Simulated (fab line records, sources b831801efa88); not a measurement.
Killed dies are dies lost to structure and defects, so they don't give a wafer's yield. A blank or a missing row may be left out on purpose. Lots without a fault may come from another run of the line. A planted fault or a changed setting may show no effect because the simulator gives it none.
fab line records | flow sky130
record lots=7 wafers=21 last_day=50
route steps=708 shown LI_CONTACT@380 LOCAL_INTERCONNECT@387 PAD_OPEN@708
lots that met no fault: from a run of the same line without faults
start_h: hours from the record's first day to the start of the lot's first wafer shown | wait_h: hours since the lot's step before | " the same as in the row above | L1.1+2: a row that stands for several wafers | - no value, or no start given | * or withheld: withheld | < > ~ a bound
route shown NAME@n: a module of which the file shows steps, and the number in the route of the first | usual: mean/standard deviation of fault-free wafers | same: alike in all rows | chamber/n: place in a boat | sites: the reading at each site | _std_site: their standard deviation | _edge_site: outer sites' mean less inner sites' | radius_mm: how far each site lies from the wafer's centre | mask NAME#n: copy n | behind: the tool/chamber that last shaped the wafer | hold: why the lot was held/for how many hours/how that ended | device: the transistor (n, p or np) that didn't switch | end of line: the same wafers' tests at the end of the route | a step without rows: its recipe alone | killed: dies lost to structure and defects at the first sort, not the wafer's yield | map: a wafer's dies, x killed, . not, _ none there
set.NAME: the setting as run; set.NAME@STEP: as run at that earlier step | model.NAME: the simulator's own value behind a step, which no gauge read
lots at some steps of the route; a table a step, a row a wafer
services: from which hour (start_h, from the record's first day; less than 0 if before it) a tool's chamber was out of use, for how many hours, and why
## steps
# step SKY_LI_CONTACT_PRE_CLEAN_18
# recipe gas=Ar time_s=5.6 bias_v=358
# step SKY_LI_CONTACT_SPUTTER_19
# recipe material=Ti target_thk_nm=20 chamber_pressure_pa=5 power_w=2500 substrate_temp_c=200 time_s=106.37
# usual throttle_valve_pct=30.0/1.2
# columns lot.wafer tool chamber start_h wait_h throttle_valve_pct
L726.2 pvd_sputter-04 - 687.42 0.0 31.1
L726.3 " - " " 31.2
L726.5 " - " " 31.5
L733.1 pvd_sputter-02 - 749.01 0.0 31.2
L733.2 " - " " 30.7
L733.6 " - " " 30.7
L734.2 pvd_sputter-02 - 772.50 0.0 28.7
L734.3 " - " " 30.9
L734.6 " - " " 30.3
L736.1 pvd_sputter-04 - 781.45 0.0 31.5
L736.5 " - " " 31.2
L736.6 " - " " 28.5
L739.1 pvd_sputter-02 - 786.87 0.0 28.7
L739.2 " - " " 30.3
L739.5 " - " " 30.1
L742.2 pvd_sputter-01 - 810.90 0.0 29.7
L742.3 " - " " 30.5
L742.5 " - " " 30.3
L747.1 pvd_sputter-02 - 850.45 0.0 28.7
L747.5 " - " " 29.8
L747.6 " - " " 28.5
# step SKY_LI_CONTACT_SPUTTER_20
# recipe material=TiN target_thk_nm=20 chamber_pressure_pa=5 power_w=4000 time_s=80
# usual throttle_valve_pct=30.0/1.1
# columns lot.wafer tool chamber start_h wait_h throttle_valve_pct
L726.2 pvd_sputter-04 - 687.50 0.0 31.2
L726.3 " - " " 31.5
L726.5 " - " " 31.2
L733.1 pvd_sputter-02 - 749.09 0.0 31.0
L733.2 " - " " 30.5
L733.6 " - " " 30.7
L734.2 pvd_sputter-02 - 772.58 0.0 28.7
L734.3 " - " " 30.9
L734.6 " - " " 30.1
L736.1 pvd_sputter-04 - 781.53 0.0 31.5
L736.5 " - " " 31.4
L736.6 " - " " 28.5
L739.1 pvd_sputter-02 - 786.95 0.0 28.6
L739.2 " - " " 30.1
L739.5 " - " " 30.2
L742.2 pvd_sputter-01 - 810.98 0.0 29.9
L742.3 " - " " 30.5
L742.5 " - " " 30.6
L747.1 pvd_sputter-02 - 850.53 0.0 28.7
L747.5 " - " " 30.0
L747.6 " - " " 28.8
# step SKY_LI_CONTACT_CVD_21
# recipe material=W target_thk_nm=400 time_s=120.56 temp_c=400 pressure_torr=40
# usual chamber_pressure_Torr=40.00/0.081 heater_power_w=821/58
# columns lot.wafer tool chamber start_h wait_h chamber_pressure_Torr heater_power_w
L726.2 cvd_w-02 0 687.56 0.0 39.99 904
L726.3 " 1 " " 40.01 788
L726.5 " 1 " " 40.02 782
L733.1 cvd_w-01 1 749.15 0.0 39.90 782
L733.2 " 0 " " 40.08 771
L733.6 " 1 " " 39.94 771
L734.2 cvd_w-01 0 772.64 0.0 39.93 774
L734.3 " 1 " " 39.98 758
L734.6 " 1 " " 40.09 782
L736.1 cvd_w-01 1 781.59 0.0 40.08 751
L736.5 " 0 " " 39.99 755
L736.6 " 1 " " 39.97 789
L739.1 cvd_w-01 1 787.01 0.0 40.04 767
L739.2 " 0 " " 39.96 763
L739.5 " 0 " " 40.04 751
L742.2 cvd_w-02 1 811.04 0.0 40.03 799
L742.3 " 0 " " 39.90 919
L742.5 " 1 " " 39.84 786
L747.1 cvd_w-02 1 850.59 0.0 39.96 777
L747.5 " 0 " " 39.89 904
L747.6 " 1 " " 40.02 785
# step SKY_LI_CONTACT_RS_MEAS_22
# recipe thk_meas_gauge=four-point-probe reads=W_of_LI_CONTACT_CVD_21+TiN_of_LI_CONTACT_SPUTTER_20+Ti_of_LI_CONTACT_SPUTTER_19
# usual LI_CONTACT_W_RS=0.285/0.0031
# columns lot.wafer tool chamber start_h wait_h LI_CONTACT_W_RS[ohm/sq]
L726.2 film_metro-01 - 687.70 0.1 0.286
L726.3 " - " " 0.281
L726.5 " - " " 0.287
L733.1 film_metro-01 - 749.27 0.1 0.284
L733.2 " - " " 0.288
L733.6 " - " " 0.285
L734.2 film_metro-01 - 772.79 0.1 0.282
L734.3 " - " " 0.278
L734.6 " - " " 0.282
L736.1 film_metro-03 - 781.72 0.1 0.284
L736.5 " - " " 0.293
L736.6 " - " " 0.285
L739.1 film_metro-03 - 787.13 0.1 0.284
L739.2 " - " " 0.285
L739.5 " - " " 0.289
L742.2 film_metro-03 - 811.19 0.1 0.285
L742.3 " - " " 0.283
L742.5 " - " " 0.281
L747.1 film_metro-03 - 850.72 0.1 0.288
L747.5 " - " " 0.289
L747.6 " - " " 0.287
# step SKY_LI_CONTACT_THK_MEAS_23
# recipe thk_meas_gauge=xrf reads=W_of_LI_CONTACT_CVD_21
# usual LI_CONTACT_W_THK=406/6
# columns lot.wafer tool chamber start_h wait_h LI_CONTACT_W_THK[nm]
L726.2 film_metro-01 - 687.81 0.1 404
L726.3 " - " " 410
L726.5 " - " " 404
L733.1 film_metro-01 - 749.39 0.1 406
L733.2 " - " " 396
L733.6 " - " " 404
L734.2 film_metro-01 - 772.90 0.1 402
L734.3 " - " " 409
L734.6 " - " " 405
L736.1 film_metro-03 - 781.84 0.1 408
L736.5 " - " " 396
L736.6 " - " " 408
L739.1 film_metro-03 - 787.25 0.1 406
L739.2 " - " " 407
L739.5 " - " " 401
L742.2 film_metro-03 - 811.30 0.1 406
L742.3 " - " " 412
L742.5 " - " " 412
L747.1 film_metro-03 - 850.84 0.1 406
L747.5 " - " " 406
L747.6 " - " " 410
# step SKY_LI_CONTACT_CMP_24
# recipe stop_on=PSG t_overpolish_s=20 down_force_psi=3.5 platen_rpm=60 target_thk_nm=0 pad_velocity_m_s=0.94248
# usual edge_zone_pressure_frac=1.001/0.005 head_pressure_psi=3.500/0.0071 motor_current_A=11.2/1.1 overpolish_run_s=19.999/0.009 time_to_endpoint_s=94/4.2
# columns lot.wafer tool chamber start_h wait_h edge_zone_pressure_frac head_pressure_psi motor_current_A overpolish_run_s time_to_endpoint_s
L726.3 cmp-02 2 687.91 0.1 1.007 3.488 11.2 19.985 99
L726.2 " 3 " " 1.006 3.516 12.0 20.001 93
L726.5 " 2 " " 1.007 3.501 11.8 20.009 97
L733.2 cmp-01 3 749.45 0.0 1.004 3.494 11.7 19.987 105
L733.1 " 1 " " 1.007 3.507 11.7 20.002 97
L733.6 " 0 " " 1.004 3.501 11.2 20.004 97
L734.3 cmp-01 2 772.95 0.0 0.997 3.489 12.5 19.983 100
L734.2 " 3 " " 0.997 3.503 12.2 20.005 101
L734.6 " 2 " " 1.009 3.490 13.2 20.000 97
L736.1 cmp-02 3 781.90 0.1 0.997 3.499 12.6 20.002 90
L736.5 " 3 " " 1.005 3.504 12.5 19.997 88
L736.6 " 0 " " 1.003 3.511 10.3 20.006 89
L739.1 cmp-02 2 787.36 0.1 0.997 3.495 11.5 19.996 98
L739.2 " 3 " " 1.003 3.508 12.4 20.001 93
L739.5 " 2 " " 0.996 3.506 12.0 20.010 98
L742.2 cmp-01 3 811.35 0.0 0.994 3.505 12.5 20.003 98
L742.3 " 2 " " 1.003 3.497 12.3 20.004 95
L742.5 " 0 " " 0.992 3.503 11.7 20.005 90
L747.1 cmp-02 1 850.95 0.1 0.994 3.504 9.6 20.000 87
L747.5 " 0 " " 1.007 3.497 10.7 20.005 85
L747.6 " 1 " " 0.998 3.503 9.6 20.005 91
# step SKY_LOCAL_INTERCONNECT_SPUTTER_00
# recipe material=TiN target_thk_nm=100 temp_c=300 power_w=6500 time_s=83.3 chamber_pressure_pa=0.4
# step SKY_LOCAL_INTERCONNECT_RS_MEAS_01
# recipe thk_meas_gauge=four-point-probe reads=TiN_of_LOCAL_INTERCONNECT_SPUTTER_00
# usual LOCAL_INTERCONNECT_TIN_RS=14.18/0.18
# columns lot.wafer tool chamber start_h wait_h LOCAL_INTERCONNECT_TIN_RS[ohm/sq]
L726.2 film_metro-04 - 688.24 0.1 14.12
L726.3 " - " " 13.93
L726.5 " - " " 14.00
L733.1 film_metro-04 - 749.82 0.0 14.50
L733.2 " - " " 14.44
L733.6 " - " " 14.28
L734.2 film_metro-04 - 773.33 0.1 14.15
L734.3 " - " " 13.80
L734.6 " - " " 13.90
L736.1 film_metro-02 - 782.26 0.0 14.24
L736.5 " - " " 14.32
L736.6 " - " " 14.34
L739.1 film_metro-02 - 787.68 0.0 14.18
L739.2 " - " " 14.12
L739.5 " - " " 14.06
L742.2 film_metro-02 - 811.73 0.1 14.14
L742.3 " - " " 14.32
L742.5 " - " " 14.30
L747.1 film_metro-01 - 851.26 0.0 14.12
L747.5 " - " " 14.10
L747.6 " - " " 14.22
# step SKY_LOCAL_INTERCONNECT_THK_MEAS_02
# recipe thk_meas_gauge=xrf reads=TiN_of_LOCAL_INTERCONNECT_SPUTTER_00
# usual LOCAL_INTERCONNECT_TIN_THK=99.8/1.3
# columns lot.wafer tool chamber start_h wait_h LOCAL_INTERCONNECT_TIN_THK[nm]
L726.2 film_metro-04 - 688.35 0.1 100.0
L726.3 " - " " 101.3
L726.5 " - " " 100.5
L733.1 film_metro-04 - 749.94 0.1 97.2
L733.2 " - " " 97.5
L733.6 " - " " 99.3
L734.2 film_metro-04 - 773.44 0.1 100.6
L734.3 " - " " 102.3
L734.6 " - " " 101.9
L736.1 film_metro-02 - 782.38 0.1 99.6
L736.5 " - " " 98.8
L736.6 " - " " 99.2
L739.1 film_metro-02 - 787.80 0.1 99.8
L739.2 " - " " 100.0
L739.5 " - " " 100.6
L742.2 film_metro-02 - 811.84 0.1 99.8
L742.3 " - " " 99.5
L742.5 " - " " 99.8
L747.1 film_metro-01 - 851.38 0.1 100.3
L747.5 " - " " 100.3
L747.6 " - " " 99.8
# step SKY_LOCAL_INTERCONNECT_DEHYDRATE_03
# recipe temp_c=200 time_s=60
# step SKY_LOCAL_INTERCONNECT_HMDS_04
# recipe prime_time_s=60 prime_temp_c=120
# step SKY_LOCAL_INTERCONNECT_COAT_05
# recipe resist=BARC temp_c=withheld time_s=withheld spin_rpm=3000 resist_thk_nm=60
# usual spin_speed_rpm=2999.9/1.9
# columns lot.wafer tool chamber start_h wait_h spin_speed_rpm
L726.2 litho_track-02 0 702.18 0.1 3000.9
L726.3 " 0 " " 3001.3
L726.5 " 0 " " 3002.9
L733.1 litho_track-01 0 763.65 0.1 3072.4
L733.2 " 0 " " 3075.5
L733.6 " 0 " " 3077.2
L734.2 litho_track-01 0 786.02 0.1 3076.2
L734.3 " 0 " " 3074.8
L734.6 " 0 " " 3075.5
L736.1 litho_track-01 0 795.70 0.1 3075.3
L736.5 " 0 " " 3074.6
L736.6 " 0 " " 3076.0
L739.1 litho_track-04 0 800.83 0.1 2999.7
L739.2 " 0 " " 3000.0
L739.5 " 0 " " 2999.3
L742.2 litho_track-02 0 825.43 0.1 2998.0
L742.3 " 0 " " 2999.2
L742.5 " 0 " " 2997.8
L747.1 litho_track-01 0 863.45 0.1 3002.8
L747.5 " 0 " " 2999.0
L747.6 " 0 " " 2999.5
# step SKY_LOCAL_INTERCONNECT_COAT_06
# recipe resist=KrF-thick spin_rpm=3000 resist_thk_nm=450
# step SKY_LOCAL_INTERCONNECT_SOFTBAKE_07
# recipe temp_c=100 time_s=90 resist=KrF-thick
# step SKY_LOCAL_INTERCONNECT_EXPOSE_08
# recipe mask_id=LI1M na=0.8 source_shape=annular sigma_inner=0.55 sigma_outer=0.85 target_cd_nm=170 dose_mj=28
# step SKY_LOCAL_INTERCONNECT_PEB_09
# recipe peb_temp_c=withheld peb_time_s=withheld resist=KrF-thick
# step SKY_LOCAL_INTERCONNECT_DEVELOP_10
# recipe develop_time_s=60 resist=KrF-thick dev_temp_c=21
# step SKY_LOCAL_INTERCONNECT_CD_MEAS_11
# recipe target_cd_nm=170
# usual cd_nm=170.1/1.7
# columns lot.wafer tool chamber start_h wait_h cd_nm
L726.2 cd_sem-01 - 715.52 - 169.0
L726.3 " - " " 169.4
L726.5 " - " " 168.5
L733.1 cd_sem-01 - 776.98 - 169.6
L733.2 " - " " 168.7
L733.6 " - " " 171.1
L734.2 cd_sem-01 - 800.02 - 167.4
L734.3 " - " " 167.2
L734.6 " - " " 167.8
L736.1 cd_sem-01 - 809.03 - 168.9
L736.5 " - " " 169.7
L736.6 " - " " 169.8
L739.1 cd_sem-01 - 814.58 - 171.2
L739.2 " - " " 169.8
L739.5 " - " " 169.8
L742.2 cd_sem-02 - 838.20 - 170.2
L742.3 " - " " 170.3
L742.5 " - " " 169.2
L747.1 cd_sem-01 - 876.58 - 168.5
L747.5 " - " " 167.8
L747.6 " - " " 168.0
# step SKY_LOCAL_INTERCONNECT_OVL_MEAS_12
# usual LOCAL_INTERCONNECT_OVL=2/4.6
# columns lot.wafer tool chamber start_h wait_h LOCAL_INTERCONNECT_OVL[nm]
L726.2 overlay-01 - 715.62 0.1 2
L726.3 " - " " -1
L726.5 " - " " 5
L733.1 overlay-01 - 777.10 0.1 2
L733.2 " - " " -5
L733.6 " - " " -6
L734.2 overlay-02 - 800.12 0.1 -5
L734.3 " - " " -2
L734.6 " - " " -10
L736.1 overlay-02 - 809.15 0.1 1
L736.5 " - " " 0
L736.6 " - " " 5
L739.1 overlay-02 - 814.70 0.1 6
L739.2 " - " " 9
L739.5 " - " " 6
L742.2 overlay-02 - 838.30 0.1 -1
L742.3 " - " " -6
L742.5 " - " " -1
L747.1 overlay-02 - 876.70 0.1 -2
L747.5 " - " " 7
L747.6 " - " " 3
# step SKY_LOCAL_INTERCONNECT_ETCH_13
# recipe chemistry=N2/H2 target=BARC ion_energy_ev=200 bias_w=100 pressure_mtorr=30 n2_flow_sccm=100 h2_flow_sccm=200 icp_w=500 stop_on=SiO2 time_s=45.9 target_depth_a=600
# usual drypump_motor_current_A=5.9/0.55 oes_product_au=0.855/0.0052 throttle_valve_pct=13.224/0.0091
# columns lot.wafer tool chamber start_h wait_h drypump_motor_current_A oes_product_au rf_hours_counter_h throttle_valve_pct model.etch.depth_nm
L726.2 rie_metal-04 0 715.65 0.0 5.6 0.844 8 13.218 59.66
L726.3 " 1 " " 6.4 0.852 - 13.236 59.72
L726.5 " 1 " " 6.4 0.852 - 13.232 59.94
L733.1 rie_metal-03 1 777.13 0.0 5.1 0.848 16 13.211 58.98
L733.2 " 0 " " 6.6 0.840 12 13.211 58.89
L733.6 " 1 " " 5.1 0.845 - 13.211 58.92
L734.2 rie_metal-03 1 800.15 0.0 5.1 0.850 17 13.215 59.32
L734.3 " 1 " " 5.1 0.851 - 13.210 59.34
L734.6 " 0 " " 6.6 0.854 - 13.224 59.36
L736.1 rie_metal-03 1 809.18 0.0 5.1 0.852 17 13.228 59.27
L736.5 " 0 " " 6.6 0.859 - 13.222 59.43
L736.6 " 1 " " 5.1 0.852 - 13.226 59.5
L739.1 rie_metal-04 1 814.73 0.0 6.5 0.851 7 13.210 60.11
L739.2 " 0 " " 5.6 0.851 10 13.229 59.93
L739.5 " 0 " " 5.6 0.859 - 13.211 59.99
L742.2 rie_metal-04 0 838.33 0.0 5.6 0.856 11 13.236 60.19
L742.3 " 0 " " 5.6 0.863 - 13.226 60.23
L742.5 " 1 " " 6.4 0.857 - 13.213 60.31
L747.1 rie_metal-04 0 876.73 0.0 5.6 0.852 13 13.224 59.82
L747.5 " 0 " " 5.6 0.855 - 13.218 60
L747.6 " 1 " " 6.5 0.857 - 13.231 59.89
# step SKY_LOCAL_INTERCONNECT_METAL_ETCH_14
# recipe target_depth_nm=110 stop_on=PSG chemistry=Cl2/BCl3 target=TiN resist_sidewall_deg=88 pressure_mtorr=10 icp_w=900 bias_w=48.5 Cl2_flow_sccm=60 bcl3_flow_sccm=30 time_s=31.4
# usual drypump_motor_current_A=5.9/0.55 oes_product_au=0.939/0.0082 throttle_valve_pct=21.902/0.0098
# columns lot.wafer tool chamber start_h wait_h drypump_motor_current_A oes_product_au rf_hours_counter_h throttle_valve_pct
L726.2 rie_metal-04 0 715.72 0.0 5.6 0.938 8 21.908
L726.3 " 1 " " 6.5 0.945 - 21.904
L726.5 " 1 " " 6.4 0.957 - 21.903
L733.1 rie_metal-03 1 777.19 0.0 5.1 0.923 16 21.912
L733.2 " 0 " " 6.6 0.929 12 21.892
L733.6 " 1 " " 5.1 0.931 - 21.916
L734.2 rie_metal-03 1 800.22 0.0 5.1 0.944 17 21.895
L734.3 " 1 " " 5.1 0.956 - 21.910
L734.6 " 0 " " 6.6 0.959 - 21.881
L736.1 rie_metal-03 1 809.24 0.0 5.1 0.935 17 21.909
L736.5 " 0 " " 6.6 0.938 - 21.911
L736.6 " 1 " " 5.1 0.927 - 21.898
L739.1 rie_metal-04 1 814.79 0.0 6.4 0.936 7 21.891
L739.2 " 0 " " 5.6 0.940 10 21.895
L739.5 " 0 " " 5.6 0.940 - 21.892
L742.2 rie_metal-04 0 838.39 0.0 5.6 0.942 11 21.896
L742.3 " 0 " " 5.6 0.935 - 21.907
L742.5 " 1 " " 6.5 0.935 - 21.902
L747.1 rie_metal-04 0 876.79 0.0 5.6 0.942 13 21.891
L747.5 " 0 " " 5.6 0.945 - 21.908
L747.6 " 1 " " 6.4 0.940 - 21.918
# step SKY_PAD_OPEN_PROBE_99
# usual killed_at_M0_to_M3=44/7.5 killed_at_M4_up=2.9/1.8 killed_at_contacts=24/5.1 killed_at_front_end=16/4.7 killed_at_other=0.3/0.46 killed_dies=87/9.9 killed_open=47/8 killed_short=39/6.3
# same gross_dies=492 killed_at_back_side=0
# columns lot.wafer tool chamber start_h wait_h killed_at_M0_to_M3 killed_at_M4_up killed_at_contacts killed_at_front_end killed_at_other killed_dies killed_open killed_short
L739.1 prober-01 - 1156.00 0.1 36 5 31 16 0 88 42 46
L739.2 prober-01 - 1156.05 0.1 41 4 22 24 0 91 42 48
L739.5 prober-01 - 1156.20 0.2 32 4 24 16 0 76 40 35
# killed by level:class
L739.1 CONTACT:geometric_particle:open=10 LI_CONTACT:geometric_particle:open=8 CONTACT:geometric_particle:short=8 METAL2:geometric_particle:short=7 VIA1:geometric_particle:short=6 VIA1:geometric_particle:open=6 FIELD_ISO:geometric_particle:open=5 POLY_GATE:geometric_particle:short=5
L739.2 CONTACT:geometric_particle:open=11 FIELD_ISO:geometric_particle:short=10 METAL2:geometric_particle:short=9 VIA1:geometric_particle:open=8 LI_CONTACT:geometric_particle:open=6 METAL1:geometric_particle:short=5 POLY_GATE:geometric_particle:short=4 METAL4:geometric_particle:short=4
L739.5 CONTACT:geometric_particle:open=10 LI_CONTACT:geometric_particle:open=7 VIA2:geometric_particle:open=6 FIELD_ISO:geometric_particle:open=5 CONTACT:geometric_particle:short=4 METAL2:geometric_particle:short=4 VIA3:geometric_particle:open=4 METAL1:geometric_particle:short=4
## services
# columns tool chamber start_h hours kind
pvd_sputter-04 - 676.46 2.1 repair
cmp-02 - 696.19 0.7 repair
cvd_w-01 - 700.24 2.8 repair
cmp-01 - 711.22 4.5 pm
cvd_w-01 1 727.38 13.5 repair
pvd_sputter-02 - 729.85 3.8 repair
rie_metal-04 - 735.27 2.8 pm
cmp-02 - 744.19 4.0 pm
cmp-02 - 748.19 - consumable_replace:conditioner
rie_metal-04 - 769.61 14.6 pm
pvd_sputter-02 3 769.90 - consumable_replace:kit
pvd_sputter-02 3 769.90 18.0 scheduled_down
pvd_sputter-02 3 769.90 18.0 vent_cycle
pvd_sputter-01 - 789.80 9.3 repair
cvd_w-02 1 801.05 2.5 repair
rie_metal-03 - 814.31 0.2 repair
rie_metal-03 - 822.28 2.8 pm
cmp-02 - 826.83 1.9 repair
pvd_sputter-01 - 836.60 7.2 repair
cmp-02 - 856.16 11.8 repair
rie_metal-03 1 864.16 - clean
rie_metal-03 1 864.16 35.1 scheduled_down
rie_metal-03 1 864.16 35.1 vent_cycle
cmp-02 - 867.97 5.5 pm
## key
first_sign step=SKY_LOCAL_INTERCONNECT_COAT_05 reading=spin_speed_rpm direction=up sigmas=40 usual=2999.9 struck=3075.3
effect none on later readings
model_effect step=SKY_LOCAL_INTERCONNECT_ETCH_13 value=etch.depth_nm without=59.97 struck=59.22
met_at SKY_LOCAL_INTERCONNECT_COAT_05
struck_wafers L733.1,L733.2,L733.6,L734.2,L734.3,L734.6,L736.1,L736.5,L736.6
tester_left_out L733,L734,L736
fault kind=process_parameter_drift tool=litho_track-01 chamber=- onset_h=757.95 steps=SKY_LOCAL_INTERCONNECT_COAT_05 channel=spin_rpm offset=75.88 shape=step end_h=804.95 acts_in=these_recipes_only stated=3000
# tester_left_out: of these lots the tester's yield and bins aren't shown, on N5 and GAA mostly nor the transistor test; their killed dies are dies lost to structure and defects alone, not to doping, threshold or leakage, so they don't give the yield
